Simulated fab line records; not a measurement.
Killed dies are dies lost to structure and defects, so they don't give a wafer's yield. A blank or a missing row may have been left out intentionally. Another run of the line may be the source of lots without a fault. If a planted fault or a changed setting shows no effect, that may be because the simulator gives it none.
Chamber matching | flow sky130 | cmp-01 running SKY_FIELD_ISO_CMP_27: 4 sister chambers
The step polishes, stops on Si3N4, t overpolish 16 s, target thk 457.8 nm. 8 wafers are shown with their chamber, then 7 later ones without.

== WAFERS, EACH WITH ITS CHAMBER ==
wafer  | chamber | motorCurrentA (A) | timeToEndpointS (s)
L793.4 | 2       | 11.4              | 116
L793.5 | 1       | 12.2              | 111
L796.6 | 1       | 11.7              | 115
L799.1 | 2       | 11.6              | 120
L799.2 | 0       | 13.3              | 123
L799.4 | 3       | 12.7              | 119
L802.3 | 0       | 14.3              | 120
L802.4 | 3       | 12.7              | 115

== WAFERS WITH NO CHAMBER GIVEN ==
wafer  | motorCurrentA (A) | timeToEndpointS (s)
L802.6 | 12.3              | 114
L804.1 | 11.9              | 111
L804.2 | 12.6              | 110
L804.4 | 11.8              | 115
L805.2 | 11.9              | 117
L805.4 | 12.8              | 114
L805.6 | 11.4              | 116

== WHICH CHAMBER EACH ONE RAN IN ==
wafer  | from the rows above          | in truth
L802.6 | can't be placed: 1 or 3 or 2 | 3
L804.1 | 1                            | 1
L804.2 | can't be placed: 1 or 3      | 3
L804.4 | can't be placed: 1 or 2 or 3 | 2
L805.2 | can't be placed: 2 or 1 or 3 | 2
L805.4 | can't be placed: 3 or 1      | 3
L805.6 | can't be placed: 2 or 1      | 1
1 of 7 placed correctly. Cannot be placed on the basis of these rows: 6; the candidates contain the true chamber in 6. 0 placed wrongly.
How it was worked out, from the rows above alone: a wafer's distance from a chamber is the root of the sum, over the readings, of the square of ((its reading less the chamber's mean) divided by the reading's scatter). The wafer belongs to the nearest chamber; if the next one is less than 2 further off, it can't be placed. Each chamber's mean is taken over the wafers shown for it. The scatter: take each reading less its chamber's mean, square it, sum over the shown wafers, divide by the number of wafers less the number of chambers, and take the root.
